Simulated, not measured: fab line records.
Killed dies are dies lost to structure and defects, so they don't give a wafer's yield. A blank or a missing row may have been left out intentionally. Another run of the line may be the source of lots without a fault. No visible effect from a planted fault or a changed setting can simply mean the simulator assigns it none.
Which of the tools did it? + flow gf180mcu + 33 wafers from 11 lots sampled at 5 of the route's 602 steps

== WHAT THE GAUGES SHOWED, per wafer ==
GF_STI_THK_MEAS_22.
| lot  | measured    | on            | STI_OXIDATION_01_THK (nm) |
|------|-------------|---------------|---------------------------|
| L635 | day 2 09:54 | film-metro-01 | 15.20 15.34 15.11         |
| L636 | day 2 13:30 | film-metro-03 | 15.13 15.47 15.09         |
| L637 | day 2 18:38 | film-metro-03 | 15.68 15.31 15.64         |
| L640 | day 3 10:39 | film-metro-01 | 15.50 15.62 15.83         |
| L641 | day 3 15:56 | film-metro-03 | 15.14 14.89 14.94         |
| L643 | day 4 02:28 | film-metro-03 | 14.99 14.85 14.86         |
| L648 | day 5 04:07 | film-metro-03 | 15.37 15.19 15.13         |
| L653 | day 6 05:37 | film-metro-02 | 15.36 15.46 15.27         |
| L654 | day 6 10:32 | film-metro-01 | 14.89 15.18 14.95         |
| L655 | day 6 18:40 | film-metro-02 | 15.64 15.57 15.36         |
| L656 | day 6 21:20 | film-metro-03 | 15.16 15.24 15.07         |

GF_NWELL_OVL_MEAS_07.
| lot  | measured    | on         | NWELL_OVL (nm) |
|------|-------------|------------|----------------|
| L635 | day 3 13:39 | overlay-02 | -1.1 0.4 1.5   |
| L636 | day 3 17:37 | overlay-01 | -0.8 -0.2 -1.5 |
| L637 | day 3 23:06 | overlay-01 | -1.2 -1.8 -0.7 |
| L640 | day 4 16:03 | overlay-02 | 0.5 1.0 0.8    |
| L641 | day 4 21:59 | overlay-01 | -1.9 -1.3 0.6  |
| L643 | day 5 08:47 | overlay-02 | 0.2 -1.6 -1.1  |
| L648 | day 6 11:29 | overlay-01 | - - -          |
| L653 | day 7 16:08 | overlay-01 | -1.2 0.2 -1.6  |
| L654 | day 7 21:12 | overlay-01 | 1.1 -0.3 -0.3  |
| L655 | day 8 05:58 | overlay-01 | 0.1 1.9 2.3    |
| L656 | day 8 09:19 | overlay-02 | 0.3 0.9 -0.4   |

GF_NWELL_TW_MEAS_11.
| lot  | measured    | on            | NWELL_TW       |
|------|-------------|---------------|----------------|
| L635 | day 3 14:05 | film-metro-03 | 1579 1585 1582 |
| L636 | day 3 18:04 | film-metro-02 | 1573 1580 1567 |
| L637 | day 3 23:32 | film-metro-03 | 1580 1585 1583 |
| L640 | day 4 16:29 | film-metro-03 | 1571 1578 1577 |
| L641 | day 4 22:25 | film-metro-03 | 1574 1570 1578 |
| L643 | day 5 09:14 | film-metro-02 | 1570 1577 1581 |
| L648 | day 6 11:56 | film-metro-04 | 30 30 30       |
| L653 | day 7 16:35 | film-metro-02 | 1571 1584 1568 |
| L654 | day 7 21:46 | film-metro-04 | 1590 1586 1595 |
| L655 | day 8 06:25 | film-metro-03 | 1569 1575 1573 |
| L656 | day 8 09:46 | film-metro-02 | 1584 1582 1582 |

== WHAT TOOL EACH LOT RAN ON (gives the tool, then ch and the chambers of the sampled wafers, and finally the start) ==
| lot  | GF_STI_STRIP_15                     | GF_NWELL_EXPOSE_04                 |
|------|-------------------------------------|------------------------------------|
| L635 | plasma-asher-04 ch 0,1, day 2 08:17 | iline-stepper-02 ch 0, day 3 07:44 |
| L636 | plasma-asher-01 ch 0, day 2 11:14   | iline-stepper-02 ch 0, day 3 12:04 |
| L637 | plasma-asher-02 ch 0,1, day 2 16:15 | iline-stepper-02 ch 0, day 3 16:55 |
| L640 | plasma-asher-02 ch 0,1, day 3 08:42 | iline-stepper-01 ch 0, day 4 08:50 |
| L641 | plasma-asher-01 ch 0,1, day 3 14:02 | iline-stepper-02 ch 0, day 4 15:35 |
| L643 | plasma-asher-04 ch 0,1, day 4 00:54 | iline-stepper-02 ch 0, day 5 01:27 |
| L648 | plasma-asher-01 ch 0,1, day 5 02:30 | iline-stepper-02 ch 0, day 6 03:47 |
| L653 | plasma-asher-02 ch 0,1, day 6 04:02 | iline-stepper-02 ch 0, day 7 08:14 |
| L654 | plasma-asher-04 ch 0,1, day 6 08:46 | iline-stepper-01 ch 0, day 7 13:20 |
| L655 | plasma-asher-01 ch 0,1, day 6 14:08 | iline-stepper-01 ch 0, day 7 21:44 |
| L656 | plasma-asher-01 ch 0,1, day 6 18:54 | iline-stepper-01 ch 0, day 8 01:35 |
- GF_STI_STRIP_15: strips in O2/N2.
- GF_NWELL_EXPOSE_04: exposes mask Nwell, target cd 860 nm.

== AS READ BY THE TOOLS THEMSELVES (means over the sampled wafers that have a number; for cases with no such wafer, the mark the record gives instead) ==
GF_STI_STRIP_15.
| lot  | tool            | drypump-motor-current-A (A) | heater-power-w (W) | n2-flow-sccm (sccm) | oes-product-au (a.u.) | platen-temp-c (C) | strip-time-to-endpoint-s (s) |
|------|-----------------|-----------------------------|--------------------|---------------------|-----------------------|-------------------|------------------------------|
| L635 | plasma-asher-04 | 5.64                        | 333                | 300.0               | 0.384                 | 250.24            | 3.74                         |
| L636 | plasma-asher-01 | 5.81                        | 315                | 297.9               | 0.384                 | 249.69            | 3.71                         |
| L637 | plasma-asher-02 | 5.93                        | 323                | 300.3               | 0.385                 | 250.09            | 3.71                         |
| L640 | plasma-asher-02 | 5.75                        | 339                | 299.6               | 0.388                 | 249.88            | 3.76                         |
| L641 | plasma-asher-01 | 5.89                        | 340                | 299.3               | 0.388                 | 249.87            | 3.73                         |
| L643 | plasma-asher-04 | 5.66                        | 324                | 299.9               | 0.387                 | 249.90            | 3.81                         |
| L648 | plasma-asher-01 | 5.87                        | 331                | 300.8               | 0.388                 | 250.02            | 3.79                         |
| L653 | plasma-asher-02 | 5.76                        | 331                | 299.8               | 0.391                 | 250.02            | 3.75                         |
| L654 | plasma-asher-04 | 5.67                        | 323                | 299.0               | 0.383                 | 249.97            | 3.74                         |
| L655 | plasma-asher-01 | 5.95                        | 352                | 300.5               | 0.389                 | 249.86            | 3.77                         |
| L656 | plasma-asher-01 | 5.95                        | 346                | 300.2               | 0.387                 | 249.94            | 3.72                         |

GF_NWELL_EXPOSE_04.
| lot  | tool             | reticle-temp-C (C) |
|------|------------------|--------------------|
| L635 | iline-stepper-02 | 23.00              |
| L636 | iline-stepper-02 | 22.91              |
| L637 | iline-stepper-02 | 22.93              |
| L640 | iline-stepper-01 | 22.94              |
| L641 | iline-stepper-02 | 22.98              |
| L643 | iline-stepper-02 | 22.98              |
| L648 | iline-stepper-02 | 23.02              |
| L653 | iline-stepper-02 | 22.97              |
| L654 | iline-stepper-01 | 22.97              |
| L655 | iline-stepper-01 | 22.93              |
| L656 | iline-stepper-01 | 23.08              |

== THE ANSWER, worked out from the rows above alone ==
Rule: the lots themselves supply what counts as usual. Put in order of their means at a reading, lots are off if they are a third of the lots or fewer, leave a main group of 4 or more, and stand apart from it by a gap of 3 or more times the standard deviation of the main group's means; of several such gaps the widest counts. The tables above print the reading to a certain number of digits; a main group whose means all agree to those digits is not used. Also off: a lot with no number at a reading for which 4 or more lots have one. The other lots that the step has rows for count as sound. Order of review: gauges by route order, followed by the tools' own readings, for which a lot's mean as printed above is used. The first step at which some lot is off is used, and at that step the reading that is off furthest; a lot without a number counts as furthest.
Off: L648, at GF_NWELL_OVL_MEAS_07 (NWELL_OVL). Without a number there: L648. Main group: mean -0.2 nm, sd 0.83.
If a tool, at a process step before that reading, ran all the lots that are off and no sound lot after the first of them, it fits. Not tried: the gauges at GF_NWELL_OVL_MEAS_07; whatever is off there is also off at GF_NWELL_TW_MEAS_11, on other tools, and gauge error can't account for it. No candidate that was tried fits.

== WHAT THE SIMULATOR HAD PUT IN ==
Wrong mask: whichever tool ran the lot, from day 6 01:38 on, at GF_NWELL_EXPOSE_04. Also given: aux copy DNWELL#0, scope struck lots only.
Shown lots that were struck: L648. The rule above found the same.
